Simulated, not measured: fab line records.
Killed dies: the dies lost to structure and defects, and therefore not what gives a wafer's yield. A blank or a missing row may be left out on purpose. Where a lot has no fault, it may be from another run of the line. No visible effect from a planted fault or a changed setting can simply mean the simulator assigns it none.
Matching of chambers    flow gf180mcu    GF_V3_ETCH_16 on rie-diel-01 has 4 sister chambers
The step etches BARC in N2/H2. 8 wafers are shown with their chamber, then 8 later ones without.

WAFERS, EACH WITH ITS CHAMBER
wafer   chamber  drypump-motor-current-A (A)  oes-product-au (a.u.)
L091.1  0        5.9                          0.858
L091.5  1        5.9                          0.856
L092.1  2        5.0                          0.855
L092.2  1        5.9                          0.862
L092.4  0        5.9                          0.853
L092.5  2        5.0                          0.854
L092.6  3        6.8                          0.859
L096.1  3        6.7                          0.855

WAFERS WITHOUT THEIR CHAMBER
wafer   drypump-motor-current-A (A)  oes-product-au (a.u.)
L096.2  5.0                          0.853
L096.3  5.9                          0.854
L096.4  6.8                          0.860
L096.5  5.8                          0.850
L096.6  5.0                          0.861
L097.2  5.9                          0.852
L097.4  5.9                          0.854
L097.5  5.0                          0.852

WHICH CHAMBER EACH WENT THROUGH
wafer   from the rows above      in truth
L096.2  2                        2
L096.3  can't be placed: 0 or 1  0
L096.4  3                        3
L096.5  can't be placed: 0 or 1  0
L096.6  2                        2
L097.2  can't be placed: 0 or 1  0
L097.4  can't be placed: 0 or 1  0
L097.5  2                        2
Placed correctly: 4 of 8. Unplaceable from these rows: 4, with the true chamber sitting among the candidates in 4. Placed wrongly: 0.
How it was worked out, from the rows above alone: a wafer's distance from a chamber is the root of the sum, over the readings, of the square of ((its reading less the chamber's mean) divided by the reading's scatter). If the next closest chamber is less than 2 further off than the closest, the wafer can't be placed; otherwise it belongs to the closest. Each chamber's mean is taken over the wafers shown for it. How the scatter is found: for the shown wafers, subtract from each reading the mean of its chamber, square and add these, divide the total by (wafers less chambers), then take the root.
